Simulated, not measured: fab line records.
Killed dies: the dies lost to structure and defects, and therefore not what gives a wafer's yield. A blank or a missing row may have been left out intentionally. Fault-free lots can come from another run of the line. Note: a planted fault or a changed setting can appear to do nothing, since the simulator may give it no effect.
A struck lot beside a sound one || flow sky130 || 15 steps out of a route of 708
Sound: wafers L823.1, L823.4, L823.6. Struck: wafer L817.1 (left out: L817.2, L817.5 of the same lot, which were not struck); the cause appears at the end.
Per side, at each step with rows, come the tool, then ch with its chambers, and then its first start. Under that, the readings that differ: sound wafers || struck wafers || difference of the means || sigmas: that difference in standard deviations of wafers without a fault.
alike: same words and numbers on both sides, and readings whose means sit less than 2 such deviations apart. not compared: any withheld reading, any reading some wafer has no value for, any bound like >300 that may hide the same value, and any number with overlapping values for which the record gives no deviation.
Wherever a step has rows on one side only, a row that says differs or no value, or a row with sigmas, the two part there. Numbers that have no deviation but don't overlap get no sigmas and don't part them. Lack of a reading on every wafer of one side parts them only where that side has two or more wafers.

SKY_METAL2_THK_MEAS_06: measures by xrf.
  sound: film-metro-03 at day 38 12:14; struck: film-metro-01 at day 36 12:16
{"reading": "METAL2_ALCU_THK (nm)", "sound": "250.1 255.0 254.2", "struck": 245.3, "difference": -7.8, "sigmas": -3}
then, 8 steps without rows for these wafers: SKY_METAL2_DEHYDRATE_07 (time 60 s); SKY_METAL2_HMDS_08 (prime time 60 s); SKY_METAL2_COAT_09 (resist thk 60 nm); SKY_METAL2_COAT_10 (resist thk 450 nm); SKY_METAL2_SOFTBAKE_11 (time 90 s); SKY_METAL2_EXPOSE_12 (exposes mask MM2, target cd 140 nm); SKY_METAL2_PEB_13; SKY_METAL2_DEVELOP_14 (develop time 60 s).
SKY_METAL2_CD_MEAS_15: target cd 140 nm.
  sound: cd-sem-02 at day 39 11:23; struck: cd-sem-02 at day 37 15:05
  alike: cd-nm
SKY_METAL2_OVL_MEAS_16:
  sound: overlay-02 at day 39 11:30; struck: overlay-01 at day 37 15:12
  alike: METAL2_OVL
SKY_METAL2_DESCUM_17: chemistry O2, time 8 s.
  sound on rie-metal-03 ch 0,1, day 39 11:32; struck on rie-metal-02 ch 1, day 37 15:14
  alike: drypump-motor-current-A, oes-product-au
  not compared: rf-hours-counter-h
SKY_METAL2_ETCH_18: etches BARC in N2/H2, stops on SiO2, time 45.9 s, target depth 60 nm.
  sound on rie-metal-03 ch 0,1, day 39 11:34; struck on rie-metal-02 ch 1, day 37 15:16
{"reading": "bias-w (W)", "sound": "99.80 99.93 100.11", "struck": 112.32, "difference": "+12.37", "sigmas": "+41"}
  alike: drypump-motor-current-A, oes-product-au, throttle-valve-pct
  not compared: rf-hours-counter-h
SKY_METAL2_METAL_ETCH_19: etches the open film in Cl2/BCl3, stops on SiO2, target depth 360 nm, time 78 s.
  sound on rie-metal-03 ch 0,1, day 39 11:38; struck on rie-metal-02 ch 1, day 37 15:20
  alike: bias-w, drypump-motor-current-A, oes-product-au, throttle-valve-pct
  not compared: rf-hours-counter-h
-- the record jumps here: 10 days lie between the struck wafers' starts before and after (it left off in module METAL2 and takes up again in module PAD_OPEN, whose first step shown is number 708 of the route) --
SKY_PAD_OPEN_PROBE_99:
  sound: prober-01 at day 48 21:35; struck: prober-01 at day 47 11:02
  alike: defect-limited-yield, killed_at_M0_to_M3, killed_at_M4_up, killed-at-contacts, killed-at-front-end, killed-at-other, killed-dies, killed-open, killed-short, sort_bin_3_pad_short, sort_bin_5_function, sort_bin_6_memory, sort-n-pass, sort-yield-pct

== WHERE THEY PART ==
First at SKY_METAL2_THK_MEAS_06; last, within this record, at SKY_METAL2_ETCH_18. Later steps at which nothing parts them and some readings are alike: SKY_METAL2_METAL_ETCH_19, SKY_PAD_OPEN_PROBE_99.

WHY: what had been put in by the simulator
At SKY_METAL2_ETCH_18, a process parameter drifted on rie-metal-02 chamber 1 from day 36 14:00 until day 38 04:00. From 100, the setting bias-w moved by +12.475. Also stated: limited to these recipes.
